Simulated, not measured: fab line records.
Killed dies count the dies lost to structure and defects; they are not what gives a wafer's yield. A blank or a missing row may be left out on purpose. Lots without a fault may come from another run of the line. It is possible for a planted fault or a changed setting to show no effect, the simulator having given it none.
A struck lot beside a sound one + flow sky130 + 15 steps out of a route of 708
Sound: these wafers, L356.2, L356.4, L356.5. Struck: wafer L364.4 (L364.1, L364.5, from the same lot, were not struck and are left out); the cause is given at the end.
Each step with rows lists, per side, the tool, then ch with its chambers, then its first start. Under that, the readings that differ: sound wafers + struck wafers + difference of the means + sigmas: that difference in standard deviations of wafers without a fault.
alike: a reading whose means differ by less than 2 such deviations, as well as words and numbers matching on both sides. not compared: withheld readings; readings where some wafer has no value; bounds like >300 that might hide an equal value; numbers whose values overlap and for which the record gives no deviation.
The two part at a step that has a row with sigmas, a row that says differs or no value, or rows on one side only. Non-overlapping numbers with no deviation appear without sigmas and do not part them. A reading missing from all wafers of one side parts the sides only when that side holds two or more wafers.

SKY_FIELD_ISO_THK_MEAS_04:
  struck on film_metro-01, day 4 16:29; sound on film_metro-02, day 3 00:29
  alike: FIELD_ISO_CVD_03_THK
then, 8 steps without rows for these wafers: SKY_FIELD_ISO_DEHYDRATE_05 (time 60 s); SKY_FIELD_ISO_HMDS_06 (prime time 60 s); SKY_FIELD_ISO_COAT_07 (resist thk 60 nm); SKY_FIELD_ISO_COAT_08 (resist thk 457.5 nm); SKY_FIELD_ISO_SOFTBAKE_09 (time 90 s); SKY_FIELD_ISO_EXPOSE_10 (exposes mask FOM, target cd 150 nm); SKY_FIELD_ISO_PEB_11; SKY_FIELD_ISO_DEVELOP_12 (develop time 60 s).
SKY_FIELD_ISO_CD_MEAS_13: target cd 150 nm.
  struck on cd_sem-01, day 5 10:19; sound on cd_sem-01, day 3 16:50
  alike: cd_nm
SKY_FIELD_ISO_ETCH_14: etches BARC in N2/H2, stops on SiO2, time 45.9 s, target depth 60 nm.
  sound on rie_diel-02 ch 0,1,2, day 3 16:56; struck on rie_diel-03 ch 3, day 5 10:26
  alike: drypump_motor_current_A, oes_product_au, rf_fwd_power_W, throttle_valve_pct
  not compared: rf_hours_counter_h
SKY_FIELD_ISO_ETCH_15: etches the open film in CHF3/O2, stops on Si, target depth 180 nm, time 73.54 s.
  sound on rie_diel-02 ch 0,1,2, day 3 16:59; struck on rie_diel-03 ch 3, day 5 10:29
  alike: drypump_motor_current_A, oes_product_au, throttle_valve_pct
  not compared: rf_hours_counter_h
SKY_FIELD_ISO_STRIP_16: strips in O2/N2.
  sound on plasma_asher-03 ch 0, day 3 17:02; struck on plasma_asher-02 ch 1, day 5 10:32
| reading                      | sound             | struck | difference | sigmas |
|------------------------------|-------------------|--------|------------|--------|
| strip_time_to_endpoint_s (s) | 3.611 3.569 3.598 | 4.229  | +0.636     | +22    |
  alike: drypump_motor_current_A, oes_product_au
  not compared: rf_hours_counter_h
SKY_FIELD_ISO_ETCH_17: etches Si in HBr/Cl2/O2, target depth 342 nm, time 97.7 s.
  sound on rie_si-01 ch 0,1, day 3 17:08; struck on rie_si-02 ch 1, day 5 10:38
| reading            | sound             | struck | difference | sigmas |
|--------------------|-------------------|--------|------------|--------|
| rf_fwd_power_W (W) | 594.3 595.0 592.6 | 598.6  | +4.6       | +2     |
  alike: drypump_motor_current_A, mfc_cl2_sccm, oes_product_au, throttle_valve_pct
  not compared: rf_hours_counter_h
-- the record jumps here: 44 days lie between the struck wafers' starts before and after (it left off in module FIELD_ISO and takes up again in module PAD_OPEN, whose first step shown is number 708 of the route) --
SKY_PAD_OPEN_PROBE_99:
  only the struck wafers here have rows in the record (prober-01, day 49 07:10); the sound ones have none

== WHERE THEY PART ==
Earliest at SKY_FIELD_ISO_STRIP_16; latest, in this record, at SKY_PAD_OPEN_PROBE_99.

WHY: what had been put in by the simulator
plasma_asher-02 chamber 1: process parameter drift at SKY_FIELD_ISO_STRIP_16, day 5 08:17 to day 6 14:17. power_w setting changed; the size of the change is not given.
